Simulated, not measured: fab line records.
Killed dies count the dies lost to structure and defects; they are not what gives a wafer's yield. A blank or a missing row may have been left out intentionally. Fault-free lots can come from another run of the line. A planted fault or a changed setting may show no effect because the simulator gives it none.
fab line records | flow sky130
[record] lots = 5 wafers = 15 lastDay = 50
route steps=708 shown LDD_N@241 LDD_P@255 LDD_HVN@267
lots with no fault: from the same line, run without faults
startH: hours from the record's first day to the start of the lot's first wafer shown | waitH: hours since the lot's step before | " identical to the entry in the row above | L1.1+2: one row covering several wafers at once | - value missing, or start not given | * or withheld: withheld | < > ~ a bound
route shown NAME@n: a module of which the file shows steps, and the number in the route of the first | usual: the fault-free wafers' mean and standard deviation | same: alike in all rows | chamber/n: place in a boat | sites: the reading at each site | _std_site: how widely they spread, as a standard deviation | _edge_site: inner sites' mean taken away from outer sites' mean | radiusMm: for every site, how far away it sits from the centre of the wafer | mask NAME#n: copy n | behind: tool/chamber where the wafer was last shaped | hold: why the lot went on hold/how many hours it stayed there/how the hold came to an end | device: which transistor (n, p or np) failed to switch | end of line: tests of these same wafers at the route's end | where a step has no rows: the recipe by itself | killed: count of dies lost to structure and defects at first sort (not the wafer's yield) | map: a wafer's dies, x killed, . not, _ none there
set.NAME: the run value of the setting; set.NAME@STEP: its run value at that earlier step | model.NAME: the simulator's own value behind a step, which no gauge read
certain route steps with their lots: each step a table, each wafer a row
services: when a tool's chamber went out of use (startH, in hours from the record's first day, below 0 if earlier), for how many hours, and the reason
[[steps]]
[step SKY_LDD_N_EXPOSE_04]
[recipe] maskId = NTM targetCdNm = 840 na = 0.6 sourceShape = conventional sigmaOuter = 0.6 doseMj = 110
[step SKY_LDD_N_PEB_05]
[recipe] tempC = withheld timeS = * resist = NOVOLAK
[step SKY_LDD_N_DEVELOP_06]
[recipe] developTimeS = 60 devTempC = 23
[step SKY_LDD_N_OVL_MEAS_07]
[usual] LDD_N_OVL = 0.4/1.2
// columns lot.wafer tool chamber startH waitH LDD_N_OVL[nm]
L830.2 overlay-01 - 427.04 0.1 3.4
L830.4 " - " " 0.3
L830.6 " - " " 1.1
L832.1 overlay-01 - 453.98 0.1 -0.4
L832.3 " - " " 0.3
L832.5 " - " " 0.8
L837.2 overlay-02 - 495.19 0.1 1.5
L837.4 " - " " 1.6
L837.6 " - " " 3.4
L846.2 overlay-02 - 573.79 0.1 0.3
L846.3 " - " " 0.1
L846.5 " - " " 0.3
L847.1 overlay-01 - 579.80 0.1 -0.6
L847.5 " - " " -0.1
L847.6 " - " " 0.1
[step SKY_LDD_N_IMPLANT_08]
[recipe] species = As energyKev = 20 doseCm2 = 7.5e+13 tiltDeg = withheld rotationDeg = 23
[step SKY_LDD_N_IMPLANT_09]
[recipe] species = As energyKev = 20 doseCm2 = 7.5e+13 tiltDeg = withheld rotationDeg = 113
[step SKY_LDD_N_IMPLANT_10]
[recipe] species = As energyKev = 20 doseCm2 = 7.5e+13 tiltDeg = withheld rotationDeg = 203
[step SKY_LDD_N_IMPLANT_11]
[recipe] species = As energyKev = 20 doseCm2 = 7.5e+13 tiltDeg = withheld rotationDeg = 293
[step SKY_LDD_N_IMPLANT_12]
[recipe] species = BF2 energyKev = 50 doseCm2 = 5e+12 tiltDeg = 30 rotationDeg = 0
[step SKY_LDD_N_IMPLANT_13]
[recipe] species = BF2 energyKev = 50 doseCm2 = 5e+12 tiltDeg = 30 rotationDeg = 90
[step SKY_LDD_N_IMPLANT_14]
[recipe] species = BF2 energyKev = 50 doseCm2 = 5e+12 tiltDeg = 30 rotationDeg = 180
[step SKY_LDD_N_IMPLANT_15]
[recipe] species = BF2 energyKev = 50 doseCm2 = 5e+12 tiltDeg = 30 rotationDeg = 270
[step SKY_LDD_N_STRIP_16]
[recipe] chemistry = O2/N2 powerW = 1400 pressureMtorr = 1500 platenTempC = withheld o2FlowSccm = 3000 n2FlowSccm = 300 overashFraction = 0.5
[usual] chamberPressureMTorr = 1500.1/1.4 drypumpMotorCurrentA = 5.57/0.17 oesProductAu = 0.406/0.0043 stripTimeToEndpointS = 4.309/0.017
// columns lot.wafer tool chamber startH waitH chamberPressureMTorr drypumpMotorCurrentA oesProductAu rfHoursCounterH stripTimeToEndpointS model.NOVOLAK_of_LDD_N_COAT_02.thkNm
L830.2 plasmaAsher-04 0 428.27 0.1 1498.6 5.86 0.401 32 4.291 0
L830.4 " 1 " " 1497.0 5.37 0.407 - 4.278 0
L830.6 " 0 " " 1498.8 5.84 0.407 - 4.279 0
L832.1 plasmaAsher-01 0 455.22 0.1 1501.5 5.51 0.404 77 4.304 0
L832.3 " 0 " " 1499.1 5.58 0.401 - 4.312 0
L832.5 " 1 " " 1499.6 5.54 0.405 - 4.303 0
L837.2 plasmaAsher-04 0 496.51 0.1 1489.7 5.87 0.522 41 - 243.5
L837.4 " 1 " " 1478.6 5.33 0.678 - - 242.9
L837.6 " 0 " " 1496.4 5.98 0.568 - - 243.2
L846.2 plasmaAsher-03 0 575.02 0.1 1500.0 5.54 0.405 15 4.315 0
L846.3 " 0 " " 1500.5 5.52 0.407 - 4.331 0
L846.5 " 0 " " 1500.8 5.52 0.399 - 4.321 0
L847.1 plasmaAsher-04 0 581.04 0.1 1497.7 5.85 0.408 49 4.300 0
L847.5 " 1 " " 1497.9 5.36 0.406 - 4.274 0
L847.6 " 0 " " 1499.5 5.83 0.404 - 4.303 0
[step SKY_LDD_N_TW_MEAS_17]
[usual] LDD_N_TW = 2576/27
// columns lot.wafer tool chamber startH waitH LDD_N_TW
L830.2 filmMetro-02 - 428.38 0.1 2535
L830.4 " - " " 2529
L830.6 " - " " 2531
L832.1 filmMetro-01 - 455.32 0.1 2606
L832.3 " - " " 2601
L832.5 " - " " 2596
L837.2 filmMetro-03 - 496.62 0.1 2576
L837.4 " - " " 2580
L837.6 " - " " 2575
L846.2 filmMetro-03 - 575.13 0.1 2569
L846.3 " - " " 2566
L846.5 " - " " 2544
L847.1 filmMetro-02 - 581.14 0.1 2577
L847.5 " - " " 2559
L847.6 " - " " 2565
[step SKY_LDD_P_DEHYDRATE_00]
[recipe] tempC = 200 timeS = 60
[step SKY_LDD_P_HMDS_01]
[recipe] primeTimeS = 60 primeTempC = 120
[step SKY_LDD_P_COAT_02]
[recipe] resist = NOVOLAK spinRpm = 3000 resistThkNm = 1140
[step SKY_LDD_P_SOFTBAKE_03]
[recipe] tempC = 90 timeS = 60 resist = NOVOLAK
[step SKY_LDD_P_EXPOSE_04]
[recipe] maskId = PSDM na = 0.6 sourceShape = conventional sigmaOuter = 0.6 polarization = unpolarized targetCdNm = 380 doseMj = 138
[step SKY_LDD_P_PEB_05]
[recipe] tempC = withheld timeS = * resist = NOVOLAK
[step SKY_LDD_P_DEVELOP_06]
[recipe] resist = NOVOLAK developer = TMAH developTimeS = 60 devTempC = 23
[step SKY_LDD_P_CD_MEAS_07]
[recipe] targetCdNm = 380
[usual] cdNm = 380.4/2.1
// columns lot.wafer tool chamber startH waitH cdNm
L830.2 cdSem-02 - 459.57 0.1 383.6
L830.4 " - " " 380.4
L830.6 " - " " 384.5
L832.1 cdSem-02 - 486.35 0.1 380.9
L832.3 " - " " 382.2
L832.5 " - " " 380.6
L837.2 cdSem-01 - 526.72 0.1 381.8
L837.4 " - " " 381.3
L837.6 " - " " 380.9
L846.2 cdSem-01 - 603.94 0.1 381.3
L846.3 " - " " 381.3
L846.5 " - " " 380.8
L847.1 cdSem-02 - 609.92 0.1 381.2
L847.5 " - " " 382.6
L847.6 " - " " 383.5
[step SKY_LDD_P_OVL_MEAS_08]
[usual] LDD_P_OVL = -0.5/1.5
// columns lot.wafer tool chamber startH waitH LDD_P_OVL[nm]
L830.2 overlay-02 - 459.68 0.1 0.4
L830.4 " - " " -0.1
L830.6 " - " " -1.2
L832.1 overlay-01 - 486.47 0.1 0.5
L832.3 " - " " 0.7
L832.5 " - " " 0.8
L837.2 overlay-01 - 526.83 0.1 -2.3
L837.4 " - " " 0.0
L837.6 " - " " 0.1
L846.2 overlay-01 - 604.04 0.1 -0.5
L846.3 " - " " -2.2
L846.5 " - " " -2.2
L847.1 overlay-02 - 610.04 0.1 0.8
L847.5 " - " " 0.7
L847.6 " - " " -3.1
[step SKY_LDD_P_IMPLANT_09]
[recipe] species = BF2 energyKev = 25 doseCm2 = 1e+13 tiltDeg = withheld
[step SKY_LDD_P_STRIP_10]
[recipe] chemistry = O2/N2 powerW = 1400 pressureMtorr = 1500 platenTempC = withheld o2FlowSccm = 3000 n2FlowSccm = 300 overashFraction = 0.5
[usual] chamberPressureMTorr = 1500.0/1.4 drypumpMotorCurrentA = 5.49/0.29 oesProductAu = 0.715/0.0045 stripTimeToEndpointS = 14.18/0.037
// columns lot.wafer tool chamber startH waitH chamberPressureMTorr drypumpMotorCurrentA oesProductAu rfHoursCounterH stripTimeToEndpointS
L830.2 plasmaAsher-01 1 459.86 0.1 1501.6 5.52 0.717 78 14.16
L830.4 " 0 " " 1499.7 5.59 0.720 - 14.20
L830.6 " 0 " " 1500.6 5.55 0.706 - 14.17
L832.1 plasmaAsher-01 0 486.66 0.1 1497.6 5.53 0.713 81 14.11
L832.3 " 1 " " 1501.4 5.55 0.710 - 14.16
L832.5 " 0 " " 1500.1 5.57 0.715 - 14.15
L837.2 plasmaAsher-02 0 527.01 0.1 1499.0 5.83 0.711 62 17.82
L837.4 " 1 " " 1499.3 4.74 0.713 - 17.82
L837.6 " 0 " " 1499.4 5.79 0.723 - 17.84
L846.2 plasmaAsher-01 0 604.22 0.1 1501.5 5.57 0.717 93 14.22
L846.3 " 0 " " 1501.0 5.57 0.721 - 14.18
L846.5 " 1 " " 1498.6 5.49 0.713 - 14.18
L847.1 plasmaAsher-03 0 610.22 0.1 1499.6 5.55 0.720 18 14.21
L847.5 " 1 " " 1501.5 5.57 0.719 - 14.19
L847.6 " 0 " " 1498.0 5.56 0.720 - 14.15
[step SKY_LDD_P_TW_MEAS_11]
[usual] LDD_P_TW = 633/4.4
// columns lot.wafer tool chamber startH waitH LDD_P_TW
L830.2 filmMetro-04 - 459.97 0.1 637
L830.4 " - " " 640
L830.6 " - " " 636
L832.1 filmMetro-04 - 486.76 0.1 634
L832.3 " - " " 629
L832.5 " - " " 632
L837.2 filmMetro-04 - 527.12 0.1 30
L837.4 " - " " 30
L837.6 " - " " 30
L846.2 filmMetro-02 - 604.33 0.1 626
L846.3 " - " " 630
L846.5 " - " " 628
L847.1 filmMetro-02 - 610.32 0.1 629
L847.5 " - " " 627
L847.6 " - " " 631
[step SKY_LDD_HVN_DEHYDRATE_00]
[recipe] tempC = 200 timeS = 60
[[services]]
// columns tool chamber startH hours kind
plasmaAsher-03 - 421.25 9.0 pm
plasmaAsher-03 0 421.25 9.0 ventCycle
plasmaAsher-03 1 421.25 9.0 ventCycle
plasmaAsher-03 0 430.25 - clean
plasmaAsher-03 1 430.25 - clean
plasmaAsher-02 - 430.61 48.9 repair
plasmaAsher-03 - 439.69 2.8 pm
plasmaAsher-03 - 540.34 4.3 pm
plasmaAsher-04 - 597.73 10.6 repair
[[key]]
[firstSign] step = SKY_LDD_N_STRIP_16 reading = oesProductAu direction = up sigmas = 42 usual = 0.406 struck = 0.589
[effect] step = SKY_LDD_N_STRIP_16 reading = chamberPressureMTorr direction = down sigmas = 8.4 usual = 1500.1 struck = 1488.2
[effect] step = SKY_LDD_P_STRIP_10 reading = stripTimeToEndpointS direction = up sigmas = 99+ usual = * struck = *
[effect] step = SKY_LDD_P_TW_MEAS_11 reading = LDD_P_TW direction = down sigmas = 99+ usual = 633 struck = 30
[modelEffect] step = SKY_LDD_N_STRIP_16 value = NOVOLAK_of_LDD_N_COAT_02.thkNm without = 0 struck = 243.2
metAt SKY_LDD_N_STRIP_16
struckWafers L837.2,L837.4,L837.6
sortLeftOut L837.2,L837.4,L837.6
testerLeftOut L837
onsetBetween 428.27 496.51
[fault] kind = stripAborted tool = plasmaAsher-04 chamber = - onsetH = 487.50 steps = SKY_LDD_N_STRIP_16 offset = 1 endH = 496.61
// testerLeftOut: of these lots the tester's yield and bins aren't shown, on N5 and GAA mostly nor the transistor test; their killed dies are dies lost to structure and defects alone, not to doping, threshold or leakage, so they don't give the yield
// sortLeftOut: the simulated sort isn't trusted on such a fault, so these wafers' sort isn't shown, and their yield isn't known
